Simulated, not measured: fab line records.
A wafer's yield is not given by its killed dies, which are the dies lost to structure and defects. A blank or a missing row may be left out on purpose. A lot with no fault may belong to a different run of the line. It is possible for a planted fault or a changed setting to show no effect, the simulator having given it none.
Which tool was responsible? + flow gf180mcu + Sampling: 6 lots, 18 wafers, 3 of 602 route steps

WHAT THE GAUGES READ, wafer by wafer
GF_VT_IMPLANT_OVL_MEAS_40.
| lot  | measured     | on         | VT_IMPLANT_03_OVL (nm) |
|------|--------------|------------|------------------------|
| L434 | day 7 19:39  | overlay-01 | -1.3 0.3 -1.5          |
| L436 | day 8 06:27  | overlay-02 | 0.1 0.7 -2.1           |
| L438 | day 8 22:03  | overlay-02 | 0.0 -0.5 -0.3          |
| L442 | day 9 23:30  | overlay-01 | 1.3 1.5 1.4            |
| L447 | day 11 08:30 | overlay-01 | -156.1 -157.8 -155.5   |
| L453 | day 13 02:23 | overlay-01 | -0.4 0.2 -0.6          |

TOOL THAT RAN EACH LOT (tool first, then ch and the chambers of the sampled wafers, then the start)
| lot  | GF_VT_IMPLANT_STRIP_31               | GF_VT_IMPLANT_EXPOSE_37             |
|------|--------------------------------------|-------------------------------------|
| L434 | plasma_asher-01 ch 0,1, day 7 03:34  | iline_stepper-02 ch 0, day 7 11:55  |
| L436 | plasma_asher-01 ch 0,1, day 7 14:26  | iline_stepper-01 ch 0, day 7 22:35  |
| L438 | plasma_asher-01 ch 0,1, day 8 05:29  | iline_stepper-02 ch 0, day 8 14:02  |
| L442 | plasma_asher-02 ch 0,1, day 9 06:08  | iline_stepper-02 ch 0, day 9 15:14  |
| L447 | plasma_asher-03 ch 0,1, day 10 14:22 | iline_stepper-01 ch 0, day 10 23:47 |
| L453 | plasma_asher-01 ch 0,1, day 12 07:37 | iline_stepper-02 ch 0, day 12 17:13 |
- GF_VT_IMPLANT_STRIP_31: strips in O2/N2.
- GF_VT_IMPLANT_EXPOSE_37: exposes mask Nwell HV AREA, target cd 860 nm.

THE ANSWER, worked out from the rows above alone
Rule: what is usual is taken from the lots themselves. Put in order of their means at a reading, lots are off if they are a third of the lots or fewer, leave a main group of 4 or more, and stand apart from it by a gap of 3 or more times the standard deviation of the main group's means; of several such gaps the widest counts. A main group whose means are all the same, to the digits that the tables above print for the reading, isn't used. Also off: a lot with no number at a reading for which 4 or more lots have one. The other lots that the step has rows for count as sound.
Off: L447, at GF_VT_IMPLANT_OVL_MEAS_40 (VT_IMPLANT_03_OVL). Mean -0.1 nm and standard deviation 0.77 in the main group.
A tool fits if, at a process step before that reading, it ran every lot that is off, and no sound lot after the first of them. Those tools and the gauges at GF_VT_IMPLANT_OVL_MEAS_40 are tried in the same way. 2 tools fit, plasma_asher-03 at GF_VT_IMPLANT_STRIP_31 and iline_stepper-01 at GF_VT_IMPLANT_EXPOSE_37, so this cannot tell which one it is.

WHAT THE SIMULATOR PUT IN
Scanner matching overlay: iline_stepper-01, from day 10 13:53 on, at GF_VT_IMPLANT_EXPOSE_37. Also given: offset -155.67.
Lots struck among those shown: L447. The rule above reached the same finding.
